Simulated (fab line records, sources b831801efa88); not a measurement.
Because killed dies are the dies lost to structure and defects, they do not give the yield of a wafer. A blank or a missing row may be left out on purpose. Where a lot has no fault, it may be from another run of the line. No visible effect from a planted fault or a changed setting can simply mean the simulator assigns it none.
Matching of chambers -- flow gf180mcu -- cmp-02 running GF_V1_CMP_04: 4 sister chambers
The step polishes SiO2. 4 wafers are shown with their chamber, then 7 later ones without.

## EACH WAFER AND ITS CHAMBER
wafer,chamber,motor-current-A (A)
L514.5,1,11.8
L516.5,2,13.5
L525.4,0,11.1
L525.5,3,11.7

## WAFERS WITH NO CHAMBER GIVEN
wafer,motor-current-A (A)
L525.6,14.6
L528.3,13.8
L528.4,11.9
L528.6,11.7
L533.2,11.6
L533.5,11.1
L533.6,11.7

## EACH ONE'S CHAMBER
wafer,from the rows above,in truth
L525.6,2,2
L528.3,2,2
L528.4,can't be placed: 1 or 3 or 0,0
L528.6,can't be placed: 3 or 1 or 0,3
L533.2,can't be placed: 3 or 1 or 0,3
L533.5,can't be placed: 0 or 3 or 1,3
L533.6,can't be placed: 3 or 1 or 0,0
Placed correctly: 2 of 7. Can't be placed from these rows: 5 (the true chamber is among the candidates in 5). Placed wrongly: 0.
How it was worked out, from the rows above alone: a wafer's distance from a chamber is the root of the sum, over the readings, of the square of ((its reading less the chamber's mean) divided by the reading's scatter). If the next closest chamber is less than 2 further off than the closest, the wafer can't be placed; otherwise it belongs to the closest. The mean given for a chamber averages the wafers shown for that chamber. The scatter: with one shown wafer a chamber, the root of the mean of the squares of how far each hidden wafer lies from its nearest shown one.
